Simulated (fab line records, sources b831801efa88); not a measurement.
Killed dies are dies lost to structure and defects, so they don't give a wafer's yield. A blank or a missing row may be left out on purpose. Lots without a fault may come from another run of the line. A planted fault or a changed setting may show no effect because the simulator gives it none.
Chamber matching | flow sky130 | SKY_VIA2_CMP_24 on cmp-01: 4 sister chambers
The step polishes, stops on SiO2, t overpolish 20 s, target thk 0 nm. 20 wafers are shown with their chamber, then 10 later ones without.

WAFERS WITH THEIR CHAMBER
wafer  | chamber | motor_current_A (A)
L379.1 | 2       | 8.0
L379.3 | 0       | 12.0
L379.6 | 3       | 11.8
L381.1 | 1       | 13.1
L381.2 | 3       | 11.8
L381.3 | 2       | 8.3
L385.1 | 0       | 11.6
L385.2 | 3       | 12.2
L385.6 | 2       | 8.4
L386.1 | 1       | 13.3
L386.3 | 3       | 12.2
L386.6 | 3       | 12.1
L388.3 | 0       | 12.2
L388.4 | 3       | 11.8
L388.6 | 1       | 13.4
L389.1 | 3       | 12.0
L389.4 | 1       | 13.2
L389.5 | 3       | 12.8
L390.2 | 3       | 11.9
L390.3 | 1       | 12.7

SIGNATURES (means of the wafers above)
reading         | chamber 0 | chamber 1 | chamber 2 | chamber 3 | scatter within a chamber
motor_current_A | 11.933    | 13.140    | 8.233     | 12.067    | 0.294
Rule: a wafer's distance from a chamber is the root of the sum, over the readings, of the square of ((its reading less the chamber's mean) divided by the reading's scatter). The wafer belongs to the nearest chamber; if the next one is less than 2 further off, it can't be placed. The scatter: the root of (the sum of the squares of (reading less its chamber's mean) over the shown wafers, divided by (wafers less chambers)).

WAFERS WITHOUT THEIR CHAMBER
wafer  | motor_current_A (A)
L390.4 | 11.7
L391.1 | 11.8
L391.3 | 8.3
L391.4 | 13.8
L393.3 | 8.2
L393.4 | 11.8
L393.6 | 13.9
L397.1 | 11.9
L397.3 | 12.0
L397.5 | 12.3

WHICH CHAMBER EACH WENT THROUGH
wafer  | from the rows above     | in truth
L390.4 | can't be placed: 0 or 3 | 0
L391.1 | can't be placed: 0 or 3 | 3
L391.3 | 2                       | 2
L391.4 | 1                       | 1
L393.3 | 2                       | 2
L393.4 | can't be placed: 0 or 3 | 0
L393.6 | 1                       | 1
L397.1 | can't be placed: 0 or 3 | 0
L397.3 | can't be placed: 0 or 3 | 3
L397.5 | can't be placed: 3 or 0 | 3
Placed correctly: 4 of 10. Can't be placed from these rows: 6 (the true chamber is among the candidates in 6). Placed wrongly: 0.
